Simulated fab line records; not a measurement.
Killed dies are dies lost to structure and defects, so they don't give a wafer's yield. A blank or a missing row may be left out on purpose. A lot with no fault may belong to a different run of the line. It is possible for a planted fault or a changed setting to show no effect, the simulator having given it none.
Which tool did it? / flow sky130 / 11 lots with 33 wafers sampled at 3 steps, on a route of 708 steps

== WHAT EACH GAUGE READ, for each wafer ==
SKY_CONTACT_THK_MEAS_01.
lot=L219; measured=day 31 11:49; on=film metro-04; CONTACT_CVD_00_THK (nm)=75.0 75.8 75.8
lot=L220; measured=day 31 22:49; on=film metro-02; CONTACT_CVD_00_THK (nm)=72.6 73.3 75.0
lot=L222; measured=day 32 07:33; on=film metro-04; CONTACT_CVD_00_THK (nm)=74.4 75.6 75.0
lot=L223; measured=day 32 16:53; on=film metro-04; CONTACT_CVD_00_THK (nm)=74.6 76.3 76.5
lot=L224; measured=day 32 21:21; on=film metro-04; CONTACT_CVD_00_THK (nm)=74.8 75.1 75.0
lot=L227; measured=day 33 17:08; on=film metro-04; CONTACT_CVD_00_THK (nm)=73.9 73.6 73.6
lot=L228; measured=day 34 01:05; on=film metro-02; CONTACT_CVD_00_THK (nm)=73.9 75.3 74.5
lot=L234; measured=day 36 03:09; on=film metro-04; CONTACT_CVD_00_THK (nm)=74.2 74.4 75.7
lot=L239; measured=day 37 11:49; on=film metro-02; CONTACT_CVD_00_THK (nm)=137.9 137.0 74.8
lot=L240; measured=day 37 19:50; on=film metro-03; CONTACT_CVD_00_THK (nm)=138.5 138.0 75.6
lot=L242; measured=day 38 11:44; on=film metro-04; CONTACT_CVD_00_THK (nm)=74.7 75.0 76.2

== TOOL THAT RAN EACH LOT (tool first, then ch and the chambers of the sampled wafers, then the start) ==
lot=L219; SKY_LDD_N_STRIP_16=plasma asher-02 ch 0,1, day 18 13:36; SKY_CONTACT_CVD_00=pecvd-02 ch 0,1,2, day 31 11:47
lot=L220; SKY_LDD_N_STRIP_16=plasma asher-03 ch 0,1, day 19 04:35; SKY_CONTACT_CVD_00=pecvd-01 ch 1,2, day 31 22:47
lot=L222; SKY_LDD_N_STRIP_16=plasma asher-03 ch 0,1, day 19 12:44; SKY_CONTACT_CVD_00=pecvd-02 ch 0,1, day 32 07:29
lot=L223; SKY_LDD_N_STRIP_16=plasma asher-03 ch 0,1, day 19 21:44; SKY_CONTACT_CVD_00=pecvd-01 ch 0,2, day 32 16:51
lot=L224; SKY_LDD_N_STRIP_16=plasma asher-03 ch 0,1, day 20 06:12; SKY_CONTACT_CVD_00=pecvd-01 ch 0,1,2, day 32 21:19
lot=L227; SKY_LDD_N_STRIP_16=plasma asher-01 ch 0,1, day 21 02:41; SKY_CONTACT_CVD_00=pecvd-02 ch 0,1,2, day 33 17:07
lot=L228; SKY_LDD_N_STRIP_16=plasma asher-03 ch 0,1, day 21 12:20; SKY_CONTACT_CVD_00=pecvd-03 ch 0,1,2, day 34 01:03
lot=L234; SKY_LDD_N_STRIP_16=plasma asher-03 ch 0,1, day 23 20:08; SKY_CONTACT_CVD_00=pecvd-03 ch 0,1,2, day 36 03:07
lot=L239; SKY_LDD_N_STRIP_16=plasma asher-02 ch 0,1, day 25 12:38; SKY_CONTACT_CVD_00=pecvd-02 ch 1,2, day 37 11:46
lot=L240; SKY_LDD_N_STRIP_16=plasma asher-03 ch 1, day 25 20:21; SKY_CONTACT_CVD_00=pecvd-02 ch 0,2, day 37 19:47
lot=L242; SKY_LDD_N_STRIP_16=plasma asher-03 ch 0,1, day 26 11:36; SKY_CONTACT_CVD_00=pecvd-01 ch 0,1,2, day 38 11:42
- SKY_LDD_N_STRIP_16: strips in O2/N2.
- SKY_CONTACT_CVD_00: deposits Si3N4, target thk 75 nm.

== THE ANSWER, worked out from the rows above alone ==
Rule: usual is defined by the lots themselves. The widest of any qualifying gaps counts: lots, ordered by their means at a reading, are off when they make up no more than a third of the lots, leave a main group of 4 or more, and stand apart from it by 3 or more times the standard deviation of that group's means. The tables above print the reading to a certain number of digits; a main group whose means all agree to those digits is not used. Also off: a lot with no number at a reading for which 4 or more lots have one. Any other lot the step has rows for is counted as sound.
Off: L239, L240, at SKY_CONTACT_THK_MEAS_01 (CONTACT_CVD_00_THK). Main group: mean 74.8 nm, sd 0.71.
If a tool, at a process step before that reading, ran all the lots that are off and no sound lot after the first of them, it fits. Those tools and the gauges at SKY_CONTACT_THK_MEAS_01 are tried in the same way. One candidate fits, namely pecvd-02 at SKY_CONTACT_CVD_00. A fault onset in the window from L227 (day 33 17:07, its last sound lot) to L239 (day 37 11:46, its first lot off) fits.

== WHAT THE SIMULATOR PUT IN ==
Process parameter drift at SKY_CONTACT_CVD_00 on pecvd-02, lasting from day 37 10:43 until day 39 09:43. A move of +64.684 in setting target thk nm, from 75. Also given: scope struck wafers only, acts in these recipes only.
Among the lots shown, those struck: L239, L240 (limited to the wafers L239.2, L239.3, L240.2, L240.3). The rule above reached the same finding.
